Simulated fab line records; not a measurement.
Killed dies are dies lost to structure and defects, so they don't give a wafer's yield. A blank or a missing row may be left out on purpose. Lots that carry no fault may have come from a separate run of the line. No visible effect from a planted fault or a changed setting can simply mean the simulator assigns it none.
Commonality check across tools | flow sky130 | 42 wafers sampled across 14 lots

REASON FOR OPENING
On 2 of the 14 lots, a flag is raised at SKY_SONOS_TUNNEL_CD_MEAS_07 on the reading cd nm. Wafers without a fault read 410.1 nm, standard deviation 2.8.
Rule: a lot is flagged when every wafer of it that has a number lies more than 4 standard deviations from that mean, or none has a number. All remaining lots are regarded as sound.

lot  | measured     | on        | cd nm (nm), wafer by wafer | flag
L519 | day 11 03:37 | cd sem-01 | 407.3 406.0 408.1          |
L524 | day 12 18:58 | cd sem-01 | 415.1 413.6 414.2          |
L525 | day 13 03:22 | cd sem-02 | 411.0 412.1 410.2          |
L526 | day 13 03:40 | cd sem-01 | 413.3 413.3 411.8          |
L527 | day 13 11:54 | cd sem-02 | 409.2 408.8 407.9          |
L528 | day 14 02:17 | cd sem-01 | 317.9 316.5 319.7          | FLAGGED
L529 | day 14 07:49 | cd sem-02 | 325.1 322.4 322.1          | FLAGGED
L533 | day 17 09:21 | cd sem-02 | 409.4 405.8 406.4          |
L537 | day 17 17:06 | cd sem-01 | 409.2 409.5 409.0          |
L538 | day 17 22:12 | cd sem-01 | 409.6 409.5 409.9          |
L539 | day 18 00:15 | cd sem-01 | 409.9 408.5 408.6          |
L540 | day 18 07:21 | cd sem-01 | 412.9 410.5 408.1          |
L541 | day 18 18:11 | cd sem-01 | 410.0 410.0 410.0          |
L542 | day 19 03:08 | cd sem-02 | 407.4 407.8 408.3          |
On average the flagged lots' numbers are 320.6 nm, which is -89.5 nm against the usual, or -32 standard deviations.

TOOL THAT RAN EACH LOT
The record keeps 1 process step preceding the reading, out of 708 steps on the route. Each cell gives the tool, then ch followed by the chambers the sampled wafers passed through, then the start.
lot  | flag    | SKY_SONOS_TUNNEL_DEVELOP_06
L519 |         | litho track-02 ch 0, day 11 03:28
L524 |         | litho track-03 ch 0, day 12 18:49
L525 |         | litho track-02 ch 0, day 13 03:13
L526 |         | litho track-02 ch 0, day 13 03:31
L527 |         | litho track-01 ch 0, day 13 11:45
L528 | FLAGGED | litho track-02 ch 0, day 14 02:02
L529 | FLAGGED | litho track-02 ch 0, day 14 07:40
L533 |         | litho track-01 ch 0, day 17 09:12
L537 |         | litho track-02 ch 0, day 17 16:57
L538 |         | litho track-01 ch 0, day 17 22:03
L539 |         | litho track-03 ch 0, day 18 00:07
L540 |         | litho track-01 ch 0, day 18 07:12
L541 |         | litho track-03 ch 0, day 18 18:02
L542 |         | litho track-03 ch 0, day 19 03:01
These steps, and what they do:
- SKY_SONOS_TUNNEL_DEVELOP_06: develop time 60 s.
- SKY_SONOS_TUNNEL_CD_MEAS_07: target cd 410 nm.

FLAGGED OVER TOTAL, TOOL BY TOOL (the gauges that took the reading come last)
step                        | tool           | lots run | flagged | share of the flagged lots | sound lots run after its first flagged lot
SKY_SONOS_TUNNEL_DEVELOP_06 | litho track-01 | 4        | 0       | none                      | -
SKY_SONOS_TUNNEL_DEVELOP_06 | litho track-02 | 6        | 2       | all                       | 1 (L537)
SKY_SONOS_TUNNEL_DEVELOP_06 | litho track-03 | 4        | 0       | none                      | -
SKY_SONOS_TUNNEL_CD_MEAS_07 | cd sem-01      | 9        | 1       | some                      | 5 (L537,L538,L539,L540,L541)
SKY_SONOS_TUNNEL_CD_MEAS_07 | cd sem-02      | 5        | 1       | some                      | 2 (L533,L542)

WHAT IS ALLOWED BY THE TABLE
Rows of the table that ran each flagged lot: 1, that is litho track-02 at SKY_SONOS_TUNNEL_DEVELOP_06.
- litho track-02 at SKY_SONOS_TUNNEL_DEVELOP_06: 2 of its 6 lots flagged. After the first flagged lot (L537), sound lots still ran on it; a lasting fault on the whole tool would not permit that.
No row of the table ran every flagged lot and no sound lot after the first.

WHAT THE SIMULATOR HAD INSERTED
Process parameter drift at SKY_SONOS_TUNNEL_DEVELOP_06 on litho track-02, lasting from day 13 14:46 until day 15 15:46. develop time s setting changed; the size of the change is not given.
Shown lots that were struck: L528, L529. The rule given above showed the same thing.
